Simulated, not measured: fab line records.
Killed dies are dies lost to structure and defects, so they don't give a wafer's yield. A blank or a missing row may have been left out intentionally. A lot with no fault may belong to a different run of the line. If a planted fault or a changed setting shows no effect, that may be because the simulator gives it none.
fab line records | flow sky130
record: lots: 6 wafers: 18 last_day: 50
route steps=708 shown LDD_HVP@279 LDD_LDN@289 PAD_OPEN@708
lots untouched by any fault: they come from a run of this same line in which no faults occurred
start_h: hours from the record's opening day to when the first of the lot's shown wafers began | wait_h: hours elapsed since this lot's preceding step | " as in the row above | L1.1+2: one row covering several wafers at once | - no value, or no start given | * or withheld: withheld | < > ~ a bound
route shown NAME@n: names a module that has steps shown in the file, with the first one's number in the route | usual: mean and standard deviation over wafers with no fault | same: alike in all rows | chamber/n: place in a boat | sites: readings site by site | _std_site: the values' standard deviation | _edge_site: inner sites' mean taken away from outer sites' mean | radius_mm: how far each site lies from the wafer's centre | mask NAME#n: copy n | behind: tool/chamber where the wafer was last shaped | hold: what put the lot on hold/how long, in hours/how the hold closed | device: transistor that didn't switch, given as n, p or np | end of line: at the end of the route, the tests of the same wafers | a step with no rows: only its recipe | killed: not the wafer's yield, but the dies lost to structure and defects at the first sort | map: per-die view of a wafer (x killed, . not killed, _ where there is no die)
set.NAME: the run value of the setting; set.NAME@STEP: its run value at that earlier step | model.NAME: the simulator's own value behind a step, which no gauge read
lots seen at some steps along the route; tables by step, rows by wafer
services: from which hour (start_h, from the record's first day; less than 0 if before it) a tool's chamber was out of use, for how many hours, and why
== steps ==
step: SKY_LDD_HVP_HMDS_01
recipe: prime_time_s: 60 prime_temp_c: 120
step: SKY_LDD_HVP_COAT_02
recipe: resist: NOVOLAK spin_rpm: 3000 resist_thk_nm: 300
step: SKY_LDD_HVP_SOFTBAKE_03
recipe: temp_c: 90 time_s: 60 resist: NOVOLAK
step: SKY_LDD_HVP_EXPOSE_04
recipe: mask_id: HVPTM na: 0.6 source_shape: conventional sigma_outer: 0.6 polarization: unpolarized target_cd_nm: 700 dose_mj: 86
step: SKY_LDD_HVP_PEB_05
recipe: temp_c: withheld time_s: * resist: NOVOLAK
step: SKY_LDD_HVP_DEVELOP_06
recipe: resist: NOVOLAK developer: TMAH develop_time_s: 60 dev_temp_c: 23
step: SKY_LDD_HVP_OVL_MEAS_07
usual: LDD_HVP_OVL: -0.1/1.3
columns lot.wafer tool chamber start_h wait_h LDD_HVP_OVL[nm]
L457.1 overlay-02 - 498.09 0.1 -0.3
L457.5 " - " " -3.8
L457.6 " - " " -1.3
L463.2 overlay-01 - 556.58 0.1 1.7
L463.3 " - " " 3.0
L463.6 " - " " 2.0
L465.2 overlay-01 - 576.95 0.1 -0.3
L465.3 " - " " -0.1
L465.4 " - " " 0.6
L474.1 overlay-01 - 651.64 0.1 0.0
L474.2 " - " " -0.8
L474.6 " - " " 0.5
L477.2 overlay-01 - 671.15 0.1 0.5
L477.3 " - " " -0.9
L477.5 " - " " -0.3
L478.1 overlay-01 - 679.69 0.1 -0.5
L478.2 " - " " -0.9
L478.6 " - " " 0.4
step: SKY_LDD_HVP_IMPLANT_08
recipe: species: B energy_kev: 20 dose_cm2: 1.7e+13 tilt_deg: 17.9
step: SKY_LDD_HVP_STRIP_09
recipe: chemistry: O2/N2 power_w: 1400 pressure_mtorr: 1500 platen_temp_c: withheld o2_flow_sccm: 3000 n2_flow_sccm: 300 overash_fraction: 0.5
usual: drypump_motor_current_A: 5.90/0.3 n2_flow_sccm: 299.9/0.86 o2_flow_sccm: 3002/8.8 oes_product_au: 0.408/0.0047 strip_time_to_endpoint_s: 4.135/0.016
columns lot.wafer tool chamber start_h wait_h drypump_motor_current_A n2_flow_sccm o2_flow_sccm oes_product_au rf_hours_counter_h strip_time_to_endpoint_s
L457.1 plasma_asher-01 0 498.28 0.1 5.74 300.4 2981 0.414 39 4.155
L457.5 " 0 " " 5.75 300.4 2992 0.416 - 4.158
L457.6 " 1 " " 5.87 299.9 3006 0.418 - 4.131
L463.2 plasma_asher-02 0 556.76 0.1 5.52 300.8 2998 0.412 7 4.129
L463.3 " 0 " " 5.51 301.0 3009 0.412 - 4.120
L463.6 " 0 " " 5.52 300.5 3018 0.408 - 4.118
L465.2 plasma_asher-03 1 577.13 0.1 6.46 300.4 2997 0.410 85 4.111
L465.3 " 1 " " 6.44 301.3 3005 0.409 - 4.139
L465.4 " 0 " " 6.08 299.6 3009 0.405 - 4.113
L474.1 plasma_asher-03 0 651.83 0.1 6.09 299.2 2999 0.410 92 4.158
L474.2 " 1 " " 6.45 299.8 3003 0.407 92 4.146
L474.6 " 1 " " 6.40 299.8 3006 0.403 - 4.152
L477.2 plasma_asher-01 1 671.33 0.1 5.88 300.3 3021 0.408 59 4.120
L477.3 " 1 " " 5.88 300.9 3013 0.408 - 4.146
L477.5 " 1 " " 5.88 298.9 3000 0.410 - 4.137
L478.1 plasma_asher-01 0 679.88 0.1 5.74 299.2 3001 0.412 59 4.103
L478.2 " 1 " " 5.87 299.4 3018 0.414 59 4.124
L478.6 " 0 " " 5.75 299.2 3000 0.403 - 4.117
step: SKY_LDD_HVP_TW_MEAS_10
usual: LDD_HVP_TW: 455/4.5
columns lot.wafer tool chamber start_h wait_h LDD_HVP_TW
L457.1 film_metro-01 - 498.38 0.1 461
L457.5 " - " " 460
L457.6 " - " " 458
L463.2 film_metro-03 - 556.87 0.1 455
L463.3 " - " " 454
L463.6 " - " " 453
L465.2 film_metro-01 - 577.24 0.1 463
L465.3 " - " " 460
L465.4 " - " " 461
L474.1 film_metro-03 - 651.93 0.1 454
L474.2 " - " " 457
L474.6 " - " " 454
L477.2 film_metro-02 - 671.44 0.1 449
L477.3 " - " " 449
L477.5 " - " " 448
L478.1 film_metro-03 - 679.98 0.1 455
L478.2 " - " " 452
L478.6 " - " " 457
step: SKY_LDD_LDN_DEHYDRATE_00
recipe: temp_c: 200 time_s: 60
step: SKY_LDD_LDN_HMDS_01
recipe: prime_time_s: 60 prime_temp_c: 120
step: SKY_LDD_LDN_COAT_02
recipe: resist: NOVOLAK spin_rpm: 3000 resist_thk_nm: 1140
columns lot.wafer tool chamber start_h wait_h model.NOVOLAK_of_LDD_LDN_COAT_02.thk_nm
L457.1 litho_track-03 0 513.34 0.1 1142
L457.5 " 0 " " 1144
L457.6 " 0 " " 1146
L463.2+3 litho_track-01 0 571.17 0.1 1134
L463.6 " 0 " " 1137
L465.2+3 litho_track-02 0 592.17 0.1 1134
L465.4 " 0 " " 1136
L474.1 litho_track-03 0 665.64 0.1 655.7
L474.2+6 " 0 " " 655.9
L477.2 litho_track-03 0 685.76 0.1 652.3
L477.3+5 " 0 " " 654.8
L478.1 litho_track-02 0 693.59 0.1 1140
L478.2 " 0 " " 1138
L478.6 " 0 " " 1137
step: SKY_LDD_LDN_SOFTBAKE_03
recipe: temp_c: 90 time_s: 60 resist: NOVOLAK
step: SKY_LDD_LDN_EXPOSE_04
recipe: mask_id: LDNTM na: 0.6 source_shape: conventional sigma_outer: 0.6 polarization: unpolarized target_cd_nm: 700 dose_mj: 140
step: SKY_LDD_LDN_PEB_05
recipe: temp_c: withheld time_s: * resist: NOVOLAK
step: SKY_LDD_LDN_DEVELOP_06
recipe: resist: NOVOLAK developer: TMAH develop_time_s: 60 dev_temp_c: 23
usual: developer_temp_C: 23.00/0.11
columns lot.wafer tool chamber start_h wait_h developer_temp_C model.NOVOLAK_of_LDD_LDN_COAT_02.thk_nm
L457.1 litho_track-01 0 528.54 0.1 22.87 1142
L457.5 " 0 " " 23.09 1144
L457.6 " 0 " " 22.94 1145
L463.2 litho_track-02 0 585.72 0.1 23.07 1133
L463.3 " 0 " " 22.99 1134
L463.6 " 0 " " 22.94 1136
L465.2 litho_track-02 0 607.17 0.1 23.06 1134
L465.3 " 0 " " 22.99 1134
L465.4 " 0 " " 22.99 1136
L474.1 litho_track-03 0 679.99 0.1 23.05 655.3
L474.2 " 0 " " 23.07 655.5
L474.6 " 0 " " 23.05 655.5
L477.2 litho_track-03 0 699.06 0.1 22.99 651.9
L477.3 " 0 " " 23.27 654.4
L477.5 " 0 " " 23.14 654.4
L478.1 litho_track-03 0 708.14 0.1 22.99 1139
L478.2 " 0 " " 23.03 1137
L478.6 " 0 " " 22.98 1136
step: SKY_LDD_LDN_OVL_MEAS_07
usual: LDD_LDN_OVL: -0.5/1.2
columns lot.wafer tool chamber start_h wait_h LDD_LDN_OVL[nm]
L457.1 overlay-01 - 528.69 0.1 0.2
L457.5 " - " " 0.5
L457.6 " - " " -1.2
L463.2 overlay-02 - 585.85 0.1 2.2
L463.3 " - " " 0.7
L463.6 " - " " -0.5
L465.2 overlay-02 - 607.30 0.1 -1.0
L465.3 " - " " -1.8
L465.4 " - " " -1.1
L474.1 overlay-02 - 680.14 0.1 0.6
L474.2 " - " " 0.8
L474.6 " - " " -0.2
L477.2 overlay-02 - 699.19 0.1 1.0
L477.3 " - " " 0.2
L477.5 " - " " 0.4
L478.1 overlay-01 - 708.29 0.1 0.0
L478.2 " - " " 0.9
L478.6 " - " " 1.4
step: SKY_LDD_LDN_IMPLANT_08
recipe: species: As energy_kev: 15 dose_cm2: 1.25e+13 tilt_deg: withheld rotation_deg: 23
step: SKY_LDD_LDN_IMPLANT_09
recipe: species: As energy_kev: 15 dose_cm2: 1.25e+13 tilt_deg: withheld rotation_deg: 113
step: SKY_LDD_LDN_IMPLANT_10
recipe: species: As energy_kev: 15 dose_cm2: 1.25e+13 tilt_deg: withheld rotation_deg: 203
step: SKY_LDD_LDN_IMPLANT_11
recipe: species: As energy_kev: 15 dose_cm2: 1.231e+13 tilt_deg: withheld rotation_deg: 293
step: SKY_LDD_LDN_STRIP_12
recipe: chemistry: O2/N2 power_w: 1400 pressure_mtorr: 1500 platen_temp_c: withheld o2_flow_sccm: 3000 n2_flow_sccm: 300 overash_fraction: 0.5
usual: drypump_motor_current_A: 5.5/0.32 n2_flow_sccm: 300.0/0.88 o2_flow_sccm: 2999/8.5 oes_product_au: 0.715/0.0045 strip_time_to_endpoint_s: 14.20/0.047
columns lot.wafer tool chamber start_h wait_h drypump_motor_current_A n2_flow_sccm o2_flow_sccm oes_product_au rf_hours_counter_h strip_time_to_endpoint_s
L457.1 plasma_asher-04 1 529.33 0.1 5.4 300.2 2999 0.716 74 14.21
L457.5 " 0 " " 5.0 298.9 2993 0.706 - 14.23
L457.6 " 1 " " 5.4 299.9 2993 0.716 - 14.24
L463.2 plasma_asher-01 1 586.48 0.1 5.9 300.0 2997 0.726 50 14.09
L463.3 " 0 " " 5.8 298.8 3011 0.716 - 14.11
L463.6 " 1 " " 5.9 299.0 2992 0.712 - 14.15
L465.2 plasma_asher-01 0 607.93 0.1 5.7 299.4 3008 0.720 52 14.11
L465.3 " 1 " " 5.9 299.6 3008 0.718 - 14.10
L465.4 " 0 " " 5.7 298.7 3005 0.706 - 14.12
L474.1 plasma_asher-04 1 680.77 0.1 5.4 300.3 3001 0.593 91 8.57
L474.2 " 0 " " 5.0 300.6 3010 0.590 91 8.57
L474.6 " 1 " " 5.5 301.0 2997 0.592 - 8.57
L477.2 plasma_asher-01 0 699.82 0.1 5.7 300.4 3004 0.586 61 8.55
L477.3 " 0 " " 5.7 300.4 3001 0.586 - 8.56
L477.5 " 1 " " 5.9 299.7 2990 0.588 - 8.57
L478.1 plasma_asher-02 0 708.92 0.1 5.5 300.3 3002 0.724 21 14.18
L478.2 " 1 " " 5.6 302.8 2980 0.715 21 14.14
L478.6 " 1 " " 5.5 300.2 2994 0.723 - 14.12
step: SKY_LDD_LDN_TW_MEAS_13
usual: LDD_LDN_TW: 1482/9.3
columns lot.wafer tool chamber start_h wait_h LDD_LDN_TW
L457.1 film_metro-04 - 529.43 0.1 1493
L457.5 " - " " 1489
L457.6 " - " " 1493
L463.2 film_metro-03 - 586.59 0.1 1469
L463.3 " - " " 1466
L463.6 " - " " 1471
L465.2 film_metro-03 - 608.04 0.1 1480
L465.3 " - " " 1480
L465.4 " - " " 1468
L474.1 film_metro-01 - 680.87 0.1 1483
L474.2 " - " " 1489
L474.6 " - " " 1496
L477.2 film_metro-04 - 699.93 0.1 1476
L477.3 " - " " 1485
L477.5 " - " " 1488
L478.1 film_metro-04 - 709.02 0.1 1484
L478.2 " - " " 1481
L478.6 " - " " 1481
step: SKY_PAD_OPEN_PROBE_99
usual: killed_at_M0_to_M3: 43/7.3 killed_at_M4_up: 3.1/1.8 killed_at_contacts: 24/5.4 killed_at_front_end: 15/4.1 killed_at_other: 0.2/0.52 killed_dies: 86/10 killed_open: 47/7.3 killed_short: 39/6.4
same: gross_dies: 492 killed_at_back_side: 0
columns lot.wafer tool chamber start_h wait_h killed_at_M0_to_M3 killed_at_M4_up killed_at_contacts killed_at_front_end killed_at_other killed_dies killed_open killed_short
L457.1 prober-02 - 1077.77 0.1 38 5 20 18 0 81 46 35
L457.5 prober-02 - 1077.97 0.2 40 6 26 12 0 84 37 47
L457.6 prober-02 - 1078.02 0.2 44 2 28 15 0 89 53 36
L463.2 prober-02 - 1117.11 0.1 49 4 33 18 1 105 62 43
L463.3 prober-02 - 1117.16 0.2 48 3 23 17 0 91 51 40
L463.6 prober-02 - 1117.31 0.2 43 2 33 12 0 90 52 38
L477.2 prober-02 - 1190.68 0.1 34 7 24 22 0 87 53 33
L477.3 prober-02 - 1190.73 0.2 51 7 27 15 0 100 51 48
L477.5 prober-02 - 1190.83 0.2 39 7 32 23 0 101 46 53
killed by level:class
L457.1 CONTACT:geometric_particle:short=7 VIA3:geometric_particle:open=7 VIA1:geometric_particle:open=7 POLY_GATE:geometric_particle:open=6 CONTACT:geometric_particle:open=6 METAL1:geometric_particle:short=5 VIA2:geometric_particle:open=5 FIELD_ISO:geometric_particle:open=4
L457.5 CONTACT:geometric_particle:short=8 VIA1:geometric_particle:open=8 CONTACT:geometric_particle:open=7 METAL2:geometric_particle:short=6 METAL4:geometric_particle:short=6 LI_CONTACT:geometric_particle:short=5 METAL1:geometric_particle:short=5 VIA2:geometric_particle:open=5
L457.6 CONTACT:geometric_particle:open=11 VIA2:geometric_particle:open=9 METAL1:geometric_particle:short=9 LI_CONTACT:geometric_particle:open=8 VIA3:geometric_particle:open=7 VIA1:geometric_particle:open=6 LOCAL_INTERCONNECT:geometric_particle:short=5 VIA3:geometric_particle:short=5
L463.2 CONTACT:geometric_particle:open=13 VIA1:geometric_particle:open=11 LI_CONTACT:geometric_particle:open=11 METAL3:geometric_particle:short=8 FIELD_ISO:geometric_particle:open=7 VIA1:geometric_particle:short=7 VIA3:geometric_particle:open=6 VIA2:geometric_particle:open=5
L463.3 VIA1:geometric_particle:open=13 CONTACT:geometric_particle:open=10 VIA3:geometric_particle:open=8 CONTACT:geometric_particle:short=7 FIELD_ISO:geometric_particle:open=6 VIA1:geometric_particle:short=5 METAL2:geometric_particle:short=5 POLY_GATE:geometric_particle:short=4
L463.6 CONTACT:geometric_particle:open=15 VIA1:geometric_particle:open=8 FIELD_ISO:geometric_particle:open=6 VIA3:geometric_particle:short=6 LI_CONTACT:geometric_particle:open=6 VIA3:geometric_particle:open=6 CONTACT:geometric_particle:short=6 METAL1:geometric_particle:short=5
L477.2 VIA1:geometric_particle:open=12 LI_CONTACT:geometric_particle:open=11 VIA3:geometric_particle:open=7 FIELD_ISO:geometric_particle:open=6 CONTACT:geometric_particle:open=6 METAL1:geometric_particle:short=6 FIELD_ISO:geometric_particle:short=3 METAL4:geometric_particle:short=3
L477.3 VIA1:geometric_particle:open=16 CONTACT:geometric_particle:open=10 METAL1:geometric_particle:short=8 POLY_GATE:geometric_particle:short=6 LI_CONTACT:geometric_particle:open=6 VIA3:geometric_particle:open=6 VIA1:geometric_particle:short=6 POLY_GATE:geometric_particle:open=5
L477.5 CONTACT:geometric_particle:open=13 CONTACT:geometric_particle:short=8 VIA1:geometric_particle:open=7 METAL4:geometric_particle:short=6 LOCAL_INTERCONNECT:geometric_particle:short=6 VIA3:geometric_particle:open=6 METAL2:geometric_particle:short=5 VIA1:geometric_particle:short=5
== services ==
columns tool chamber start_h hours kind
plasma_asher-02 - 487.05 55.4 repair
plasma_asher-03 - 503.55 15.6 pm
plasma_asher-01 - 506.51 0.8 repair
plasma_asher-03 - 621.64 1.5 repair
plasma_asher-02 - 644.63 14.6 pm
plasma_asher-01 - 657.68 0.9 repair
plasma_asher-01 - 663.05 3.1 repair
plasma_asher-03 - 679.74 5.6 repair
plasma_asher-01 - 688.58 8.7 repair
== key ==
first_sign: step: SKY_LDD_LDN_STRIP_12 reading: strip_time_to_endpoint_s direction: down sigmas: 99+ usual: * struck: *
effect: step: SKY_LDD_LDN_STRIP_12 reading: oes_product_au direction: down sigmas: 28 usual: 0.715 struck: 0.589
model_effect: step: SKY_LDD_LDN_COAT_02 value: NOVOLAK_of_LDD_LDN_COAT_02.thk_nm without: 1140 struck: 654.9
model_effect: step: SKY_LDD_LDN_DEVELOP_06 value: NOVOLAK_of_LDD_LDN_COAT_02.thk_nm without: 1140 struck: 654.5
met_at SKY_LDD_LDN_COAT_02
struck_wafers L474.1,L474.2,L474.6,L477.2,L477.3,L477.5
tester_left_out L474,L477
onset_between 513.34 665.64
fault: kind: process_parameter_drift tool: litho_track-03 chamber: - onset_h: 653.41 steps: SKY_LDD_LDN_COAT_02 channel: resist_thk_nm offset: -485.23 shape: step end_h: 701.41 acts_in: these_recipes_only stated: 1140
tester_left_out: of these lots the tester's yield and bins aren't shown, on N5 and GAA mostly nor the transistor test; their killed dies are dies lost to structure and defects alone, not to doping, threshold or leakage, so they don't give the yield
